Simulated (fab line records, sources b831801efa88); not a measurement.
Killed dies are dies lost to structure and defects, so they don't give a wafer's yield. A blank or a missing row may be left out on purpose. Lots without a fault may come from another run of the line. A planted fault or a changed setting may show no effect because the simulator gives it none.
fab line records | flow sky130
record lots=12 wafers=36 last_day=50
route steps=708 shown POLY_GATE@218 LDD_LDN@300 SD_P@327 RES_XHIGH@340
lots that met no fault: from a run of the same line without faults
start_h: hours from the record's first day to the start of the lot's first wafer shown | wait_h: hours since the lot's step before | " the same as in the row above | L1.1+2: a row that stands for several wafers | - no value, or no start given | * or withheld: withheld | < > ~ a bound
route shown NAME@n: a module of which the file shows steps, and the number in the route of the first | usual: mean/standard deviation of fault-free wafers | same: alike in all rows | chamber/n: place in a boat | sites: the reading at each site | _std_site: their standard deviation | _edge_site: outer sites' mean less inner sites' | radius_mm: how far each site lies from the wafer's centre | mask NAME#n: copy n | behind: the tool/chamber that last shaped the wafer | hold: why the lot was held/for how many hours/how that ended | device: the transistor (n, p or np) that didn't switch | end of line: the same wafers' tests at the end of the route | a step without rows: its recipe alone | killed: dies lost to structure and defects at the first sort, not the wafer's yield | map: a wafer's dies, x killed, . not, _ none there
set.NAME: the setting as run; set.NAME@STEP: as run at that earlier step | model.NAME: the simulator's own value behind a step, which no gauge read
steps of the route over a sample of lots; a table a step, a row a wafer
services: from which hour (start_h, from the record's first day; less than 0 if before it) a tool's chamber was out of use, for how many hours, and why
## steps
# step SKY_POLY_GATE_THK_MEAS_04
# recipe reads=Si3N4_of_POLY_GATE_CVD_03
# usual POLY_GATE_CVD_03_THK=75.1/0.62
# columns lot.wafer tool chamber start_h wait_h POLY_GATE_CVD_03_THK[nm]
L875.2 film_metro-01 - 341.39 0.0 76.3
L875.4 " - " " 76.1
L875.6 " - " " 76.2
L877.1 film_metro-04 - 361.20 0.0 75.2
L877.2 " - " " 74.9
L877.4 " - " " 75.7
L878.1 film_metro-04 - 387.81 0.0 74.3
L878.4 " - " " 75.3
L878.6 " - " " 74.9
L880.1 film_metro-02 - 396.32 0.0 74.5
L880.3 " - " " 74.7
L880.5 " - " " 74.5
L881.2 film_metro-01 - 401.05 0.0 75.3
L881.5 " - " " 75.0
L881.6 " - " " 75.4
L882.1 film_metro-02 - 407.59 0.0 75.9
L882.2 " - " " 75.8
L882.5 " - " " 75.9
L883.2 film_metro-04 - 423.85 0.0 75.4
L883.3 " - " " 75.3
L883.5 " - " " 75.8
L886.1 film_metro-02 - 443.67 0.0 75.8
L886.2 " - " " 75.6
L886.4 " - " " 75.8
L891.1 film_metro-01 - 486.22 0.0 74.6
L891.3 " - " " 74.7
L891.6 " - " " 74.3
L892.3 film_metro-01 - 490.74 0.0 76.0
L892.5 " - " " 76.1
L892.6 " - " " 75.6
L894.1 film_metro-04 - 510.42 0.0 74.6
L894.2 " - " " 74.9
L894.4 " - " " 73.8
L896.2 film_metro-01 - 540.69 0.0 75.4
L896.5 " - " " 75.1
L896.6 " - " " 75.3
# step SKY_LDD_LDN_IMPLANT_11
# recipe species=As energy_kev=15 dose_cm2=1.25e+13 tilt_deg=withheld rotation_deg=293
# usual beam_on_s=9.99/0.22 faraday_current_uA=70.6/1.5
# columns lot.wafer tool chamber start_h wait_h beam_on_s faraday_current_uA
L875.2 implanter-03 0 524.37 0.1 9.79 71.8
L875.4 " 0 " " 10.25 69.0
L875.6 " 0 " " 10.08 69.8
L877.1 implanter-03 0 545.06 0.1 9.96 70.4
L877.2 " 0 " " 9.79 71.5
L877.4 " 0 " " 9.97 70.4
L878.1 implanter-03 0 574.78 0.1 10.22 68.9
L878.4 " 0 " " 10.00 70.3
L878.6 " 0 " " 10.20 68.8
L880.1 implanter-02 0 583.01 0.1 9.95 71.2
L880.3 " 0 " " 9.75 72.2
L880.5 " 0 " " 9.82 72.0
L881.2 implanter-03 0 588.90 0.1 9.97 70.8
L881.5 " 0 " " 9.86 71.2
L881.6 " 0 " " 10.11 69.6
L881.2 implanter-03 0 589.22 0.3 9.63 72.9
L881.5 " 0 " " 9.97 70.8
L881.6 " 0 " " 9.73 72.2
L882.1 implanter-01 0 593.26 0.1 10.07 70.2
L882.2 " 0 " " 10.23 69.1
L882.5 " 0 " " 10.13 69.7
L883.2 implanter-03 0 608.32 0.1 9.84 71.5
L883.3 " 0 " " 9.95 71.0
L883.5 " 0 " " 9.85 71.7
L883.2 implanter-03 0 608.64 0.3 9.66 72.9
L883.3 " 0 " " 10.30 68.8
L883.5 " 0 " " 9.81 71.8
L886.1 implanter-02 0 629.95 0.1 10.35 68.3
L886.2 " 0 " " 10.29 68.3
L886.4 " 0 " " 10.14 69.6
L891.1 implanter-03 0 666.96 0.1 9.93 71.0
L891.3 " 0 " " 9.93 71.3
L891.6 " 0 " " 9.98 70.7
L891.1 implanter-03 0 667.27 0.3 10.29 69.1
L891.3 " 0 " " 10.12 69.6
L891.6 " 0 " " 9.94 70.8
L892.3 implanter-01 0 669.75 0.1 9.35 75.1
L892.5 " 0 " " 9.80 71.9
L892.6 " 0 " " 10.16 69.5
L894.1 implanter-02 0 687.16 0.1 10.12 70.1
L894.2 " 0 " " 10.29 68.4
L894.4 " 0 " " 9.72 72.4
L896.2 implanter-01 0 715.55 0.1 10.09 69.9
L896.5 " 0 " " 10.21 69.2
L896.6 " 0 " " 9.76 72.3
# step SKY_LDD_LDN_TW_MEAS_13
# usual LDD_LDN_TW=1480/14
# columns lot.wafer tool chamber start_h wait_h LDD_LDN_TW
L875.2 film_metro-01 - 524.61 0.1 1516
L875.4 " - " " 1512
L875.6 " - " " 1517
L877.1 film_metro-03 - 545.31 0.1 1485
L877.2 " - " " 1477
L877.4 " - " " 1481
L878.1 film_metro-04 - 575.03 0.1 1460
L878.4 " - " " 1465
L878.6 " - " " 1460
L880.1 film_metro-01 - 583.26 0.1 1506
L880.3 " - " " 1508
L880.5 " - " " 1508
L881.2 film_metro-03 - 589.56 0.2 1593
L881.5 " - " " 1585
L881.6 " - " " 1588
L882.1 film_metro-04 - 593.51 0.1 1472
L882.2 " - " " 1460
L882.5 " - " " 1466
L883.2 film_metro-03 - 608.88 0.1 1579
L883.3 " - " " 1576
L883.5 " - " " 1572
L886.1 film_metro-03 - 630.20 0.1 1479
L886.2 " - " " 1472
L886.4 " - " " 1467
L891.1 film_metro-04 - 667.52 0.1 1588
L891.3 " - " " 1580
L891.6 " - " " 1583
L892.3 film_metro-01 - 669.97 0.1 1506
L892.5 " - " " 1510
L892.6 " - " " 1504
L894.1 film_metro-04 - 687.41 0.1 1468
L894.2 " - " " 1470
L894.4 " - " " 1477
L896.2 film_metro-01 - 715.79 0.1 1506
L896.5 " - " " 1507
L896.6 " - " " 1505
# step SKY_SD_P_CD_MEAS_07
# recipe target_cd_nm=380
# usual cd_nm=380.4/2.4
# columns lot.wafer tool chamber start_h wait_h cd_nm
L875.2 cd_sem-02 - 586.09 0.1 383.8
L875.4 " - " " 383.4
L875.6 " - " " 382.7
L877.1 cd_sem-01 - 605.54 0.1 379.2
L877.2 " - " " 381.7
L877.4 " - " " 382.3
L878.1 cd_sem-01 - 635.64 0.1 379.8
L878.4 " - " " 381.7
L878.6 " - " " 379.1
L880.1 cd_sem-01 - 643.00 0.1 386.5
L880.3 " - " " 382.9
L880.5 " - " " 383.2
L881.2 cd_sem-01 - 648.71 0.1 382.0
L881.5 " - " " 381.1
L881.6 " - " " 382.2
L882.1 cd_sem-02 - 653.52 0.1 379.9
L882.2 " - " " 379.4
L882.5 " - " " 381.3
L883.2 cd_sem-01 - 666.19 0.1 379.8
L883.3 " - " " 381.4
L883.5 " - " " 380.0
L886.1 cd_sem-02 - 689.49 0.1 377.9
L886.2 " - " " 376.6
L886.4 " - " " 378.8
L891.1 cd_sem-02 - 723.55 0.1 378.4
L891.3 " - " " 376.9
L891.6 " - " " 377.7
L892.3 cd_sem-01 - 726.63 0.1 376.5
L892.5 " - " " 376.7
L892.6 " - " " 376.4
L894.1 cd_sem-01 - 742.64 0.1 381.7
L894.2 " - " " 379.5
L894.4 " - " " 379.5
L896.2 cd_sem-01 - 774.24 0.1 375.9
L896.5 " - " " 378.8
L896.6 " - " " 377.0
# step SKY_RES_XHIGH_STRIP_08
# recipe chemistry=O2/N2 power_w=1400 pressure_mtorr=1500 platen_temp_c=withheld o2_flow_sccm=3000 n2_flow_sccm=300 overash_fraction=0.5
# usual drypump_motor_current_A=5.7/0.47 o2_flow_sccm=3000/9.8 oes_product_au=0.711/0.0045 strip_time_to_endpoint_s=14.28/0.037
# columns lot.wafer tool chamber start_h wait_h drypump_motor_current_A o2_flow_sccm oes_product_au rf_hours_counter_h strip_time_to_endpoint_s
L875.2 plasma_asher-02 1 615.06 0.1 6.0 3003 0.708 44 14.26
L875.4 " 1 " " 6.0 3000 0.707 - 14.20
L875.6 " 0 " " 6.4 3016 0.718 - 14.24
L877.1 plasma_asher-03 1 634.70 0.1 5.4 3000 0.707 92 14.23
L877.2 " 0 " " 5.4 3013 0.712 92 14.26
L877.4 " 0 " " 5.4 3006 0.710 - 14.28
L878.1 plasma_asher-03 1 663.80 0.1 5.4 3017 0.708 94 14.28
L878.4 " 1 " " 5.4 3023 0.707 - 14.25
L878.6 " 0 " " 5.4 2976 0.710 - 14.24
L880.1 plasma_asher-02 0 671.85 0.1 6.4 3000 0.715 50 14.28
L880.3 " 0 " " 6.4 2997 0.713 - 14.26
L880.5 " 1 " " 6.0 3001 0.713 - 14.25
L881.2 plasma_asher-03 0 677.25 0.1 5.4 2995 0.710 96 14.36
L881.5 " 1 " " 5.3 3008 0.715 - 14.30
L881.6 " 0 " " 5.4 3003 0.707 - 14.27
L882.1 plasma_asher-02 0 682.04 0.1 6.4 2993 0.714 50 14.31
L882.2 " 1 " " 6.0 2991 0.718 50 14.27
L882.5 " 1 " " 6.0 2996 0.709 - 14.27
L883.2 plasma_asher-02 1 694.40 0.1 6.0 3006 0.705 52 14.32
L883.3 " 1 " " 6.0 3002 0.702 - 14.26
L883.5 " 0 " " 6.4 3014 0.710 - 14.29
L886.1 plasma_asher-03 1 717.54 0.1 5.4 3008 0.706 100 14.32
L886.2 " 0 " " 5.4 3003 0.718 100 14.30
L886.4 " 0 " " 5.4 2996 0.704 - 14.33
L891.1 plasma_asher-02 1 751.40 0.1 6.0 3004 0.709 58 14.30
L891.3 " 0 " " 6.4 3007 0.704 - 14.31
L891.6 " 0 " " 6.4 3011 0.711 - 14.31
L892.3 plasma_asher-03 1 754.00 0.1 5.4 2979 0.709 - 14.23
L892.5 " 1 " " 5.4 2997 0.706 - 14.27
L892.6 " 0 " " 5.4 3015 0.707 - 14.27
L894.1 plasma_asher-03 1 769.99 0.1 5.3 3002 0.708 3 14.25
L894.2 " 0 " " 5.4 3016 0.717 3 14.33
L894.4 " 1 " " 5.3 3000 0.714 - 14.28
L896.2 plasma_asher-02 1 800.50 0.1 6.0 2994 0.718 63 14.29
L896.5 " 0 " " 6.4 3000 0.701 - 14.29
L896.6 " 1 " " 6.0 3005 0.710 - 14.25
## services
# columns tool chamber start_h hours kind
plasma_asher-02 - 509.18 1.6 repair
implanter-02 - 514.05 2.7 pm
plasma_asher-02 - 531.96 2.9 repair
plasma_asher-03 - 533.84 0.4 repair
plasma_asher-02 - 559.04 0.4 repair
implanter-01 - 587.05 3.8 repair
implanter-02 - 587.19 4.0 repair
implanter-03 - 645.41 5.5 repair
implanter-02 - 646.93 3.2 pm
implanter-01 - 671.43 2.2 repair
plasma_asher-02 - 673.16 2.3 repair
implanter-01 - 673.92 6.9 repair
implanter-03 - 678.60 6.2 repair
plasma_asher-02 - 687.32 2.1 repair
implanter-01 - 701.66 5.2 pm
implanter-02 - 721.62 1.2 repair
plasma_asher-03 - 733.75 9.0 pm
plasma_asher-03 0 733.75 9.0 vent_cycle
plasma_asher-03 1 733.75 9.0 vent_cycle
implanter-01 - 734.56 1.7 pm
plasma_asher-03 0 742.75 - clean
plasma_asher-03 1 742.75 - clean
implanter-03 - 758.47 8.3 repair
## key
first_sign step=SKY_LDD_LDN_IMPLANT_11 reading=visit direction=added
effect step=SKY_LDD_LDN_TW_MEAS_13 reading=LDD_LDN_TW direction=up sigmas=7.2 usual=1480 struck=1583
met_at SKY_LDD_LDN_IMPLANT_11
struck_lots L881,L883,L891
tester_left_out L881,L883,L891
not_acting_at SKY_POLY_GATE_THK_MEAS_04,SKY_SD_P_CD_MEAS_07,SKY_RES_XHIGH_STRIP_08
fault kind=repeated_step_whole tool=implanter-01,implanter-02,implanter-03 chamber=- onset_h=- steps=SKY_LDD_LDN_IMPLANT_11 times=1 scope=struck_lots_only
# tester_left_out: of these lots the tester's yield and bins aren't shown, on N5 and GAA mostly nor the transistor test; their killed dies are dies lost to structure and defects alone, not to doping, threshold or leakage, so they don't give the yield
